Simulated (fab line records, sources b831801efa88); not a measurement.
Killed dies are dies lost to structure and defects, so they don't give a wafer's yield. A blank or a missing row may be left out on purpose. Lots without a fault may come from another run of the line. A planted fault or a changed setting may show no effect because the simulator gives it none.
Chamber matching | flow gf180mcu | GF_V2_CMP_26 on cmp-01: 4 sister chambers
The step polishes, stops on SiO2, t overpolish 15 s, target thk 0 nm. 4 wafers are shown with their chamber, then 12 later ones without.

WAFERS WITH THEIR CHAMBER
wafer  | chamber | motor_current_A (A)
L086.5 | 2       | 10.6
L087.2 | 3       | 11.0
L087.3 | 0       | 12.2
L087.4 | 1       | 10.5

WAFERS WITHOUT THEIR CHAMBER
wafer  | motor_current_A (A)
L090.2 | 10.8
L090.3 | 11.4
L090.6 | 10.2
L094.2 | 9.9
L094.5 | 12.3
L094.6 | 10.6
L096.2 | 10.9
L096.4 | 11.3
L096.6 | 10.9
L095.2 | 12.0
L095.4 | 10.9
L095.6 | 12.1

WHICH CHAMBER EACH WENT THROUGH
wafer  | from the rows above               | in truth
L090.2 | can't be placed: 3 or 2 or 1      | 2
L090.3 | can't be placed: 3 or 0 or 2 or 1 | 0
L090.6 | can't be placed: 1 or 2 or 3      | 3
L094.2 | can't be placed: 1 or 2 or 3      | 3
L094.5 | 0                                 | 0
L094.6 | can't be placed: 2 or 1 or 3      | 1
L096.2 | can't be placed: 3 or 2 or 1      | 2
L096.4 | can't be placed: 3 or 2 or 1      | 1
L096.6 | can't be placed: 3 or 2 or 1      | 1
L095.2 | 0                                 | 0
L095.4 | can't be placed: 3 or 2 or 1      | 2
L095.6 | 0                                 | 0
Placed correctly: 3 of 12. Can't be placed from these rows: 9 (the true chamber is among the candidates in 9). Placed wrongly: 0.
How it was worked out, from the rows above alone: a wafer's distance from a chamber is the root of the sum, over the readings, of the square of ((its reading less the chamber's mean) divided by the reading's scatter). The wafer belongs to the nearest chamber; if the next one is less than 2 further off, it can't be placed. A chamber's mean is the mean of its shown wafers. The scatter: with one shown wafer a chamber, the root of the mean of the squares of how far each hidden wafer lies from its nearest shown one.
